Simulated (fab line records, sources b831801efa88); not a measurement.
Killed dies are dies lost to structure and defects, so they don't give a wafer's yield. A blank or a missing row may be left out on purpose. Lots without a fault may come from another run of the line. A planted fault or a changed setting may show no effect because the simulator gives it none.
Chamber matching | flow sky130 | SKY_VIA2_CMP_02 on cmp-01: 4 sister chambers
The step polishes SiO2. 4 wafers are shown with their chamber, then 11 later ones without.

WAFERS WITH THEIR CHAMBER
wafer  | chamber | motor_current_A (A)
L978.6 | 3       | 10.7
L979.3 | 2       | 11.4
L979.4 | 1       | 12.3
L980.3 | 0       | 11.8

WAFERS WITHOUT THEIR CHAMBER
wafer  | motor_current_A (A)
L980.4 | 10.4
L980.5 | 10.9
L981.1 | 11.2
L981.4 | 13.4
L981.6 | 11.3
L982.1 | 13.6
L982.2 | 10.7
L982.5 | 10.6
L985.2 | 10.7
L985.3 | 11.6
L985.4 | 13.1

WHICH CHAMBER EACH WENT THROUGH
wafer  | from the rows above               | in truth
L980.4 | can't be placed: 3 or 2 or 0      | 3
L980.5 | can't be placed: 3 or 2 or 0      | 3
L981.1 | can't be placed: 2 or 3 or 0 or 1 | 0
L981.4 | can't be placed: 1 or 0 or 2      | 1
L981.6 | can't be placed: 2 or 0 or 3 or 1 | 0
L982.1 | can't be placed: 1 or 0 or 2      | 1
L982.2 | can't be placed: 3 or 2 or 0      | 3
L982.5 | can't be placed: 3 or 2 or 0      | 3
L985.2 | can't be placed: 3 or 2 or 0      | 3
L985.3 | can't be placed: 2 or 0 or 1 or 3 | 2
L985.4 | can't be placed: 1 or 0 or 2      | 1
Placed correctly: 0 of 11. Can't be placed from these rows: 11 (the true chamber is among the candidates in 11). Placed wrongly: 0.
How it was worked out, from the rows above alone: a wafer's distance from a chamber is the root of the sum, over the readings, of the square of ((its reading less the chamber's mean) divided by the reading's scatter). The wafer belongs to the nearest chamber; if the next one is less than 2 further off, it can't be placed. A chamber's mean is the mean of its shown wafers. The scatter: with one shown wafer a chamber, the root of the mean of the squares of how far each hidden wafer lies from its nearest shown one.
